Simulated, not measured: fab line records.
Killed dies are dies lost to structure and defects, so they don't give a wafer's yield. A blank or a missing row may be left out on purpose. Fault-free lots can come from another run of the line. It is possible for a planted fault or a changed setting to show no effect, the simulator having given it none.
Which tool is to blame? :: flow sky130 :: Sampling: 7 lots, 21 wafers, 3 of 708 route steps

WHAT THE GAUGES READ, wafer by wafer
SKY_METAL2_OVL_MEAS_16.
lot: L944
measured: day 35 10:10
on: overlay-01
METAL2_OVL (nm): 3 -3 -3

lot: L946
measured: day 36 02:23
on: overlay-01
METAL2_OVL (nm): 7 8 11

lot: L948
measured: day 36 15:14
on: overlay-01
METAL2_OVL (nm): 2 -9 -4

lot: L950
measured: day 38 03:25
on: overlay-02
METAL2_OVL (nm): -13 -9 3

lot: L962
measured: day 40 18:14
on: overlay-02
METAL2_OVL (nm): 6 -3 3

lot: L964
measured: day 41 13:04
on: overlay-02
METAL2_OVL (nm): 4 -5 0

lot: L966
measured: day 41 21:28
on: overlay-01
METAL2_OVL (nm): 16 0 10

TOOL THAT RAN EACH LOT (tool first, then ch and the chambers of the sampled wafers, then the start)
lot: L944
SKY_GATE_OXIDE_OXIDATION_16: furnace-01 ch 0, day 14 05:15
SKY_VIA1_SPUTTER_20: pvd_sputter-01, day 34 06:28

lot: L946
SKY_GATE_OXIDE_OXIDATION_16: furnace-01 ch 0, day 14 23:22
SKY_VIA1_SPUTTER_20: pvd_sputter-01, day 34 23:20

lot: L948
SKY_GATE_OXIDE_OXIDATION_16: furnace-01 ch 0, day 15 13:20
SKY_VIA1_SPUTTER_20: pvd_sputter-01, day 35 12:16

lot: L950
SKY_GATE_OXIDE_OXIDATION_16: furnace-01 ch 0, day 16 14:36
SKY_VIA1_SPUTTER_20: pvd_sputter-01, day 37 00:13

lot: L962
SKY_GATE_OXIDE_OXIDATION_16: furnace-02 ch 0, day 20 09:49
SKY_VIA1_SPUTTER_20: pvd_sputter-01, day 39 13:38

lot: L964
SKY_GATE_OXIDE_OXIDATION_16: furnace-01 ch 0, day 21 06:26
SKY_VIA1_SPUTTER_20: pvd_sputter-03, day 40 11:53

lot: L966
SKY_GATE_OXIDE_OXIDATION_16: furnace-01 ch 0, day 21 17:17
SKY_VIA1_SPUTTER_20: pvd_sputter-02, day 40 20:57
- SKY_GATE_OXIDE_OXIDATION_16: stabilise 600 s, purge 300 s, target thk 3.57 nm.
- SKY_VIA1_SPUTTER_20: material TiN, target thk 20 nm, time 80 s.

THE ANSWER, worked out from the rows above alone
Rule: usual is defined by the lots themselves. Put in order of their means at a reading, lots are off if they are a third of the lots or fewer, leave a main group of 4 or more, and stand apart from it by a gap of 3 or more times the standard deviation of the main group's means; of several such gaps the widest counts. A main group is skipped when, at the precision printed for the reading in the tables above, its means are all equal. Also off: a lot with no number at a reading for which 4 or more lots have one. All remaining lots with rows at the step are treated as sound.
Across all readings shown, no lot is off: no conclusion can be drawn from this.

WHAT THE SIMULATOR HAD INSERTED
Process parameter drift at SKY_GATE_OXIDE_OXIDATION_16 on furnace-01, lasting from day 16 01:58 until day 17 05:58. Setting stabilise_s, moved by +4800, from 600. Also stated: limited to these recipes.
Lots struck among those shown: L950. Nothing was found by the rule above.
